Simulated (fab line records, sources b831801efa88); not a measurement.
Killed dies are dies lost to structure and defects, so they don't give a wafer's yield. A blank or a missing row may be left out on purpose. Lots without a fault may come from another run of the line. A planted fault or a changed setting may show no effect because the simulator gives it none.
Which tool did it? | flow sky130 | 7 lots, 21 wafers sampled, at 1 step of a route of 708

WHAT THE GAUGES READ, wafer by wafer
SKY_SONOS_TUNNEL_OVL_MEAS_08.
lot  | measured     | on         | SONOS_TUNNEL_OVL (nm)
L512 | day 11 20:19 | overlay-02 | 0.1 -0.2 -1.1
L521 | day 14 11:52 | overlay-01 | 0.1 0.1 -1.1
L523 | day 15 12:35 | overlay-02 | -1.1 -0.8 -1.1
L527 | day 16 13:32 | overlay-01 | -0.4 -0.4 0.2
L529 | day 17 02:02 | overlay-02 | -2.2 -1.5 -1.9
L531 | day 17 19:15 | overlay-02 | -1.2 -2.3 -1.9
L534 | day 18 20:31 | overlay-01 | -2.4 -0.8 -1.2

WHICH TOOL RAN EACH LOT (tool, then ch and the chambers of the sampled wafers, then the start)
The record holds no process step before these readings.

THE ANSWER, worked out from the rows above alone
Rule: what is usual is taken from the lots themselves. Put in order of their means at a reading, lots are off if they are a third of the lots or fewer, leave a main group of 4 or more, and stand apart from it by a gap of 3 or more times the standard deviation of the main group's means; of several such gaps the widest counts. A main group whose means are all the same, to the digits that the tables above print for the reading, isn't used. A lot without any number at a reading at which 4 lots or more have one is off too. The other lots that the step has rows for count as sound.
No lot is off at any reading shown: from this, nothing can be told.

WHAT THE SIMULATOR HAD PUT IN
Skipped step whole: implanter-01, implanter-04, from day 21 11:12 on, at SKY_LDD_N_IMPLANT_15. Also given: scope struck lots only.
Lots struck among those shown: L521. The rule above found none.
